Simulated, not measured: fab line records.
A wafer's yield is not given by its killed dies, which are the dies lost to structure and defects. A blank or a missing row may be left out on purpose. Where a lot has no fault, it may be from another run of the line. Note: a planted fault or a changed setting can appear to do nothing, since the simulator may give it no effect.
One fault through the eyes of 2 desks :: flow sky130 :: numbers are kept per desk, each desk with only its own; the story behind them comes last

== FOR THE TOOL OWNER'S DESK: hdpcvd-01 ==
The tool's own readings at SKY_VIA1_HDPCVD_00 (deposits SiO2, target thk 1030 nm, time 171.7 s): means of the sampled wafers that have a number, for each lot that ran on this tool. Marked OUT: a lot whose mean sits more than 4 standard deviations from the usual mean, which makes it out of limits; the brackets give that distance.
Columns: A = run length s at SKY_VIA1_HDPCVD_00, usual 199.7 s; B = sih4 flow sccm at SKY_VIA1_HDPCVD_00, usual 60.00 sccm
lot: L565
first seen here: day 33 16:54
A: 199.8
B: 60.09

lot: L575
first seen here: day 36 11:37
A: 199.4
B: 60.23

lot: L576
first seen here: day 37 00:22
A: 199.5
B: 59.73

lot: L577
first seen here: day 37 05:38
A: 185.0 (-28) OUT
B: 60.16

lot: L578
first seen here: day 37 14:04
A: 185.1 (-28) OUT
B: 59.95

lot: L580
first seen here: day 38 00:20
A: 177.6 (-42) OUT
B: 59.89
Finding of this desk: L577, L578, L580 out of limits; the first was L577 at day 37 05:38, on run length s at SKY_VIA1_HDPCVD_00. L565, L575, L576: within limits.

== AT THE METROLOGY DESK ==
Lot by lot, what the gauges showed, no matter which tool ran the lot: averages of those sampled wafers that carry a number. Marked OUT: a lot whose mean sits more than 4 standard deviations from the usual mean, which makes it out of limits; the brackets give that distance.
Columns: A = cd nm at SKY_CONTACT_CD_MEAS_14, usual 170.1 nm; B = VIA1_HDPCVD_THK at SKY_VIA1_THK_MEAS_01, usual 1032 nm
lot: L564
first seen here: day 31 16:01
A: 169.5
B: 1031

lot: L565
first seen here: day 32 10:56
A: 170.6
B: 1036

lot: L567
first seen here: day 32 14:22
A: 171.5
B: 1026

lot: L568
first seen here: day 32 22:12
A: 169.8
B: 1009

lot: L572
first seen here: day 34 17:00
A: 172.3
B: 1037

lot: L574
first seen here: day 35 02:22
A: 171.2
B: 1031

lot: L575
first seen here: day 35 06:27
A: 172.2
B: 1045

lot: L576
first seen here: day 35 19:10
A: 169.0
B: 1040

lot: L577
first seen here: day 36 00:45
A: 169.5
B: 956 (-7.6) OUT

lot: L578
first seen here: day 36 08:46
A: 172.6
B: 957 (-7.5) OUT

lot: L580
first seen here: day 36 19:35
A: 170.1
B: 898 (-13) OUT
Per this desk, out of limits: L577, L578, L580; the first was L577, day 37 05:46 (VIA1_HDPCVD_THK at SKY_VIA1_THK_MEAS_01). L564, L565, L567, L568, L572, L574, L575, L576: within limits.

== PUT TOGETHER ==
At day 37 05:38, on L577, L578, L580, the tool owner's desk was in a position to raise an alarm.
Metrology desk: alarm possible at day 37 05:46 on L577, L578, L580.
Every lot named ran SKY_VIA1_HDPCVD_00 on hdpcvd-01.

== WHAT THE SIMULATOR HAD INSERTED ==
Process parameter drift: hdpcvd-01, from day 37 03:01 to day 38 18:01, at SKY_VIA1_HDPCVD_00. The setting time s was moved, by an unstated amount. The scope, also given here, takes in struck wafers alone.
Shown lots that were struck: L577, L578, L580.
Hours from the fault's start to each desk's first reading out of limits: the tool owner's desk, 3; the metrology desk, 3.
